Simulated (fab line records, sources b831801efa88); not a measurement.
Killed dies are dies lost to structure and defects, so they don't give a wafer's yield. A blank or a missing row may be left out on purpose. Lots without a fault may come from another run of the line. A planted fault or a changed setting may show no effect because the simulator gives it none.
A struck lot beside a sound one | flow gf180mcu | 16 steps out of a route of 602
Sound: wafers L762.1, L762.2, L762.6. Struck: wafers L780.1, L780.2, L780.5. The cause comes at the end.
At each step with rows: each side's tool, then ch and its chambers, then its first start. Under that, the readings that differ: sound wafers | struck wafers | difference of the means | sigmas: that difference in standard deviations of wafers without a fault.
alike: readings whose means differ by less than 2 such deviations, and words and numbers that are the same on both sides. not compared: withheld readings, readings that some wafer has no value for, bounds like >300 that may hide the same value, and numbers for which the record gives no deviation and whose values overlap.
The two part at a step that has a row with sigmas, a row that says differs or no value, or rows on one side only. Numbers that don't overlap but have no deviation are shown without sigmas and don't part them. A reading that every wafer of one side lacks parts them only if that side has two wafers or more.

GF_M4_SPUTTER_04: material TiN, target thk 50 nm, time 41.7 s.
  sound on pvd_sputter-02, day 22 14:08; struck on pvd_sputter-04, day 28 10:58
  alike: throttle_valve_pct
GF_M4_RS_MEAS_05: measures by four-point-probe.
  sound on film_metro-02, day 22 14:11; struck on film_metro-01, day 28 11:00
  alike: M4_ALCU_RS
GF_M4_THK_MEAS_06: measures by xrf.
  sound on film_metro-02, day 22 14:18; struck on film_metro-01, day 28 11:07
  alike: M4_ALCU_THK
then, 7 steps without rows for these wafers: GF_M4_DEHYDRATE_07 (time 60 s); GF_M4_HMDS_08 (prime time 60 s); GF_M4_COAT_09 (resist thk 1000 nm); GF_M4_SOFTBAKE_10 (time 60 s); GF_M4_EXPOSE_11 (exposes mask Metal4, target cd 280 nm); GF_M4_PEB_12 (peb time 90 s); GF_M4_DEVELOP_13 (develop time 60 s).
GF_M4_CD_MEAS_14: target cd 280 nm.
  sound on cd_sem-02, day 23 13:26; struck on cd_sem-01, day 29 06:02
  alike: cd_nm
GF_M4_OVL_MEAS_15:
  sound on overlay-02, day 23 13:33; struck on overlay-02, day 29 06:10
  reading     | sound  | struck    | difference | sigmas
  M4_OVL (nm) | 7 13 6 | -10 -6 -9 | -17        | -3
GF_M4_METAL_ETCH_16: etches the open film in Cl2/BCl3, stops on SiO2, target depth 627.5 nm, time 104.6 s.
  sound on rie_metal-02 ch 0,1, day 23 13:35; struck on rie_metal-04 ch 0,1, day 29 06:12
  reading                             | sound             | struck            | difference | sigmas
  rf_fwd_power_W (W)                  | 793.5 801.0 796.9 | 928.5 919.8 922.8 | +126.6     | +44
  model.KrF_of_M4_COAT_09.thk_nm (nm) | 732.6 725.9 727.1 | 693.1 698.6 695   | -33.0      |
  alike: drypump_motor_current_A, oes_product_au, throttle_valve_pct
  not compared: rf_hours_counter_h
GF_M4_STRIP_17: strips in O2/N2.
  sound on plasma_asher-04 ch 0,1, day 23 13:41; struck on plasma_asher-04 ch 0,1, day 29 06:19
  reading                      | sound          | struck         | difference | sigmas
  strip_time_to_endpoint_s (s) | 7.84 7.78 7.80 | 7.47 7.51 7.47 | -0.32      | -7
  alike: drypump_motor_current_A, heater_power_w, oes_product_au
  not compared: rf_hours_counter_h
then, 1 step without rows for these wafers: GF_M4_STRIP_18 (strips in post etch residue remover, time 1200 s).
-- the record jumps here: 5 days lie between the struck wafers' starts before and after (it left off in module M4 and takes up again in module PASSIVATION, whose first step shown is number 602 of the route) --
GF_PASSIVATION_PROBE_99:
  the record has rows for the struck wafers here (prober-01, day 33 23:44) and none for the sound ones

WHERE THEY PART
First at GF_M4_OVL_MEAS_15; last, within this record, at GF_PASSIVATION_PROBE_99.

WHY: what the simulator had put in
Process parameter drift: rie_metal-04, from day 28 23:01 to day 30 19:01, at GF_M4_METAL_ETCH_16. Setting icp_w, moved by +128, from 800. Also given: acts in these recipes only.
